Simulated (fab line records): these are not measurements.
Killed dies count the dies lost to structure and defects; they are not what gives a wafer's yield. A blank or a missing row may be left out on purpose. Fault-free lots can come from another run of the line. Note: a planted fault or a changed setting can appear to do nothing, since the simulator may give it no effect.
fab line records	flow sky130
[record] lots = 13	wafers = 39	lastDay = 50
route steps=708 shown NWELL@60 LOCAL_INTERCONNECT@389 CONTACT@411
lots that met no fault: taken from a fault-free run of the same line
startH: start of the lot's first displayed wafer, in hours after the record's first day	waitH: time in hours since the lot's previous step	" repeats the value in the row above	L1.1+2: a single row standing in for several wafers	- value missing, or start not given	* or withheld: withheld	< > ~ a bound
route shown NAME@n: NAME is a module with steps in the file, n the number in the route of the first one	usual: mean/standard deviation taken from wafers without a fault	same: alike in all rows	chamber/n: place in a boat	sites: the reading at each site	_std_site: standard deviation of those values	_edge_site: the outer-site mean with the inner-site mean subtracted	radiusMm: how far each site lies from the wafer's centre	mask NAME#n: copy n	behind: the last tool/chamber to shape the wafer	hold: cause of the lot's hold/its duration in hours/its outcome	device: whichever transistor did not switch (one of n, p or np)	end of line: the tests these same wafers got at the end of their route	where a step has no rows: the recipe by itself	killed: dies that structure and defects cost at the first sort, which is not the same as the wafer's yield	map: a wafer's dies, x killed, . not, _ none there
set.NAME: the setting the step ran with; set.NAME@STEP: the setting that earlier step ran with	model.NAME: the simulator's own value behind a step, which no gauge read
the route's steps for a sample of lots (tables are steps, rows are wafers)
services: from which hour (startH, from the record's first day; less than 0 if before it) a tool's chamber was out of use, for how many hours, and why
[[steps]]
[step SKY_NWELL_EXPOSE_07]
[recipe] maskId = NWM	na = 0.6	sourceShape = conventional	sigmaOuter = 0.6	polarization = unpolarized	targetCdNm = 840	doseMj = 255
[usual] exposureDoseMJCm2 = 255.04/0.25	reticleTempC = 23.00/0.12	stageVelMmS = 500.02/0.27
lot.wafer	tool	chamber	startH	waitH	mask	exposureDoseMJCm2	reticleTempC	stageVelMmS
L744.2	ilineStepper-02	0	76.02	-	NWM#0	255.25	23.07	500.25
L744.5	"	0	"	"	NWM#0	255.24	22.92	499.96
L744.6	"	0	"	"	NWM#0	254.92	23.06	500.17
L747.1	ilineStepper-01	0	92.74	-	NWM#0	255.21	23.21	500.27
L747.2	"	0	"	"	NWM#0	255.17	22.96	500.36
L747.4	"	0	"	"	NWM#0	254.90	23.14	500.01
L748.1	ilineStepper-02	0	110.10	-	NWM_R1#0	254.85	22.98	500.12
L748.4	"	0	"	"	NWM_R1#0	254.69	23.19	499.93
L748.6	"	0	"	"	NWM_R1#0	254.93	23.03	500.16
L755.1	ilineStepper-02	0	140.45	-	NWM#0	255.19	22.95	499.82
L755.2	"	0	"	"	NWM#0	254.97	23.08	500.28
L755.4	"	0	"	"	NWM#0	254.83	23.09	500.06
L756.1	ilineStepper-01	0	147.30	-	NWM#0	255.25	23.10	500.02
L756.2	"	0	"	"	NWM#0	255.07	22.97	500.14
L756.4	"	0	"	"	NWM#0	254.82	23.15	499.97
L757.1	ilineStepper-02	0	150.99	-	NWM#0	255.28	22.91	500.35
L757.4	"	0	"	"	NWM#0	255.19	22.93	500.46
L757.5	"	0	"	"	NWM#0	255.05	22.88	499.98
L759.2	ilineStepper-02	0	161.81	-	NWM#0	255.29	23.09	500.16
L759.3	"	0	"	"	NWM#0	254.77	23.03	499.54
L759.6	"	0	"	"	NWM#0	255.47	23.09	499.65
L760.4	ilineStepper-01	0	166.70	-	NWM#0	255.57	22.91	499.61
L760.5	"	0	"	"	NWM#0	255.19	23.03	499.16
L760.6	"	0	"	"	NWM#0	255.16	22.83	499.60
L761.1	ilineStepper-02	0	172.35	-	NWM#0	255.30	23.10	499.59
L761.3	"	0	"	"	NWM#0	255.30	22.88	499.84
L761.6	"	0	"	"	NWM#0	255.36	23.01	499.72
L762.3	ilineStepper-02	0	178.31	-	NWM#0	255.11	22.86	500.08
L762.5	"	0	"	"	NWM#0	254.81	23.00	499.71
L762.6	"	0	"	"	NWM#0	254.74	22.88	499.80
L764.1	ilineStepper-01	0	190.81	-	NWM#0	254.90	23.00	500.26
L764.2	"	0	"	"	NWM#0	254.62	22.94	500.12
L764.4	"	0	"	"	NWM#0	254.54	22.85	500.10
L766.2	ilineStepper-02	0	208.94	-	NWM#0	255.12	22.84	500.15
L766.5	"	0	"	"	NWM#0	255.09	22.95	500.54
L766.6	"	0	"	"	NWM#0	254.77	23.02	499.56
L767.1	ilineStepper-01	0	209.17	-	NWM#0	254.76	22.88	500.43
L767.4	"	0	"	"	NWM#0	255.03	22.78	500.43
L767.5	"	0	"	"	NWM#0	254.82	22.75	500.39
[step SKY_LOCAL_INTERCONNECT_THK_MEAS_02]
[recipe] thkMeasGauge = xrf	reads = TiN_of_LOCAL_INTERCONNECT_SPUTTER_00
[usual] LOCAL_INTERCONNECT_TIN_THK = 101.0/1.3
lot.wafer	tool	chamber	startH	waitH	LOCAL_INTERCONNECT_TIN_THK[nm]
L744.2	filmMetro-04	-	666.79	0.1	100.9
L744.5	"	-	"	"	100.4
L744.6	"	-	"	"	100.7
L747.1	filmMetro-02	-	693.85	0.1	102.2
L747.2	"	-	"	"	100.5
L747.4	"	-	"	"	100.6
L748.1	filmMetro-03	-	721.30	0.1	101.3
L748.4	"	-	"	"	101.5
L748.6	"	-	"	"	101.8
L755.1	filmMetro-04	-	770.07	0.1	100.4
L755.2	"	-	"	"	101.3
L755.4	"	-	"	"	101.0
L756.1	filmMetro-02	-	773.22	0.1	99.6
L756.2	"	-	"	"	99.1
L756.4	"	-	"	"	99.3
L757.1	filmMetro-02	-	778.35	0.1	102.1
L757.4	"	-	"	"	101.9
L757.5	"	-	"	"	100.9
L759.2	filmMetro-04	-	793.09	0.1	100.8
L759.3	"	-	"	"	102.1
L759.6	"	-	"	"	101.0
L760.4	filmMetro-04	-	797.23	0.1	100.5
L760.5	"	-	"	"	101.0
L760.6	"	-	"	"	100.9
L761.1	filmMetro-02	-	808.92	0.1	99.6
L761.3	"	-	"	"	102.1
L761.6	"	-	"	"	100.7
L762.3	filmMetro-04	-	810.85	0.1	103.4
L762.5	"	-	"	"	102.4
L762.6	"	-	"	"	102.7
L764.1	filmMetro-04	-	826.52	0.1	100.6
L764.2	"	-	"	"	100.7
L764.4	"	-	"	"	100.0
L767.1	filmMetro-03	-	854.30	0.1	99.2
L767.4	"	-	"	"	100.2
L767.5	"	-	"	"	100.5
L766.2	filmMetro-02	-	854.68	0.1	101.7
L766.5	"	-	"	"	101.4
L766.6	"	-	"	"	102.7
[step SKY_CONTACT_BOW_MEAS_05]
[recipe] mode = bow
[usual] CONTACT_BOW = 84/6.9
lot.wafer	tool	chamber	startH	waitH	CONTACT_BOW[um]
L744.2	filmMetro-01	-	696.47	0.1	85
L744.5	"	-	"	"	83
L744.6	"	-	"	"	80
L747.1	filmMetro-04	-	721.97	0.1	72
L747.2	"	-	"	"	76
L747.4	"	-	"	"	86
L748.1	filmMetro-03	-	748.94	0.2	81
L748.4	"	-	"	"	84
L748.6	"	-	"	"	89
L755.1	filmMetro-01	-	798.18	0.2	84
L755.2	"	-	"	"	87
L755.4	"	-	"	"	89
L756.1	filmMetro-03	-	801.54	0.1	90
L756.2	"	-	"	"	91
L756.4	"	-	"	"	86
L757.1	filmMetro-03	-	806.29	0.2	79
L757.4	"	-	"	"	79
L757.5	"	-	"	"	85
L759.2	filmMetro-01	-	820.77	0.2	94
L759.3	"	-	"	"	98
L759.6	"	-	"	"	79
L760.4	filmMetro-01	-	825.19	0.2	95
L760.5	"	-	"	"	82
L760.6	"	-	"	"	92
L761.1	filmMetro-03	-	836.18	0.1	73
L761.3	"	-	"	"	78
L761.6	"	-	"	"	78
L762.3	filmMetro-03	-	838.98	0.2	88
L762.5	"	-	"	"	87
L762.6	"	-	"	"	81
L764.1	filmMetro-04	-	852.58	0.2	85
L764.2	"	-	"	"	87
L764.4	"	-	"	"	84
L767.1	filmMetro-04	-	881.44	0.2	79
L767.4	"	-	"	"	87
L767.5	"	-	"	"	86
L766.2	filmMetro-01	-	882.05	0.2	85
L766.5	"	-	"	"	84
L766.6	"	-	"	"	64
[step SKY_CONTACT_ETCH_17]
[recipe] target = SiO2	chemistry = C4F8/O2/Ar	stopOn = Si3N4	maskMaterial = KrF-thick	sourceW = 1500	biasW = 1200	pressureMtorr = 40	c4f8FlowSccm = withheld	O2_flow_sccm = 6	Ar_flow_sccm = 300	timeS = withheld	targetDepthA = 3400
[usual] biasW = 1200/3.8	oesProductAu = 0.892/0.0047	rfFwdPowerW = 1488/5.3
lot.wafer	tool	chamber	startH	waitH	biasW	oesProductAu	rfFwdPowerW
L744.2	rieDiel-01	2	723.26	0.0	1200	0.901	1480
L744.5	"	0	"	"	1198	0.892	1487
L744.6	"	3	"	"	1207	0.890	1478
L747.1	rieDiel-01	0	748.60	0.0	1201	0.896	1489
L747.2	"	2	"	"	1201	0.892	1486
L747.4	"	3	"	"	1194	0.892	1488
L748.1	rieDiel-01	1	776.35	0.0	1197	0.895	1489
L748.4	"	3	"	"	1204	0.889	1485
L748.6	"	1	"	"	1201	0.898	1492
L755.1	rieDiel-01	1	824.99	0.0	1204	0.892	1490
L755.2	"	3	"	"	1197	0.897	1480
L755.4	"	0	"	"	1202	0.898	1487
L756.1	rieDiel-02	1	827.35	0.0	1202	0.892	1483
L756.2	"	3	"	"	1198	0.893	1484
L756.4	"	0	"	"	1202	0.899	1485
L757.1	rieDiel-02	2	830.95	0.0	1203	0.893	1485
L757.4	"	1	"	"	1203	0.891	1485
L757.5	"	2	"	"	1203	0.902	1485
L759.2	rieDiel-01	0	845.80	0.0	1200	0.888	1493
L759.3	"	1	"	"	1194	0.899	1484
L759.6	"	3	"	"	1200	0.899	1489
L760.4	rieDiel-02	1	850.44	0.0	1203	0.896	1489
L760.5	"	2	"	"	1192	0.891	1483
L760.6	"	3	"	"	1206	0.882	1487
L761.1	rieDiel-02	2	859.49	0.0	1193	0.885	1487
L761.3	"	1	"	"	1193	0.896	1483
L761.6	"	1	"	"	1203	0.887	1484
L762.3	rieDiel-04	1	862.75	0.0	1202	0.880	1499
L762.5	"	3	"	"	1204	0.893	1499
L762.6	"	0	"	"	1193	0.897	1490
L764.1	rieDiel-04	0	879.20	0.0	1198	0.890	1487
L764.2	"	2	"	"	1201	0.882	1496
L764.4	"	1	"	"	1197	0.887	1494
L767.1	rieDiel-02	0	906.79	0.0	1201	0.896	1486
L767.4	"	2	"	"	1201	0.899	1486
L767.5	"	0	"	"	1198	0.894	1488
L766.2	rieDiel-01	1	907.66	0.0	1203	0.889	1477
L766.5	"	2	"	"	1189	0.891	1485
L766.6	"	3	"	"	1201	0.893	1486
[[services]]
tool	chamber	startH	hours	kind
ilineStepper-02	-	55.83	2.1	pm
rieDiel-01	3	68.68	3.5	repair
rieDiel-01	2	70.36	3.1	repair
rieDiel-01	1	75.51	8.4	repair
rieDiel-01	-	87.47	0.1	repair
ilineStepper-02	-	103.13	1.7	pm
rieDiel-01	1	163.40	6.9	repair
rieDiel-01	2	171.48	13.8	repair
rieDiel-01	2	256.20	1.8	repair
ilineStepper-02	-	287.04	1.0	repair
rieDiel-01	0	304.37	6.3	repair
ilineStepper-02	-	321.21	1.7	pm
rieDiel-01	-	356.35	14.6	pm
ilineStepper-02	-	410.73	4.4	pm
rieDiel-01	2	440.83	19.7	repair
rieDiel-01	-	449.70	3.3	repair
rieDiel-01	-	506.74	2.8	pm
ilineStepper-02	-	539.39	1.7	pm
rieDiel-01	1	579.60	3.0	repair
rieDiel-01	0	590.16	1.4	repair
rieDiel-01	1	605.83	3.2	repair
rieDiel-01	2	609.53	15.5	repair
rieDiel-01	2	632.82	4.0	repair
ilineStepper-02	-	757.57	1.7	pm
[[key]]
[firstSign] step = SKY_NWELL_EXPOSE_07	reading = mask	direction = changed
effect none on later readings
metAt SKY_NWELL_EXPOSE_07
struckLots L748
sortLeftOut L748.1,L748.4,L748.6
testerLeftOut L748
notActingAt SKY_LOCAL_INTERCONNECT_THK_MEAS_02,SKY_CONTACT_BOW_MEAS_05,SKY_CONTACT_ETCH_17
onsetBetween 76.02 110.10
[fault] kind = wrongMask	tool = any	chamber = -	onsetH = 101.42	steps = SKY_NWELL_EXPOSE_07	auxCopy = NWM_R1#0	cdOffsetNm = -101	scope = struckLotsOnly
// testerLeftOut: of these lots the tester's yield and bins aren't shown, on N5 and GAA mostly nor the transistor test; their killed dies are dies lost to structure and defects alone, not to doping, threshold or leakage, so they don't give the yield
// sortLeftOut: the simulated sort isn't trusted on such a fault, so these wafers' sort isn't shown, and their yield isn't known
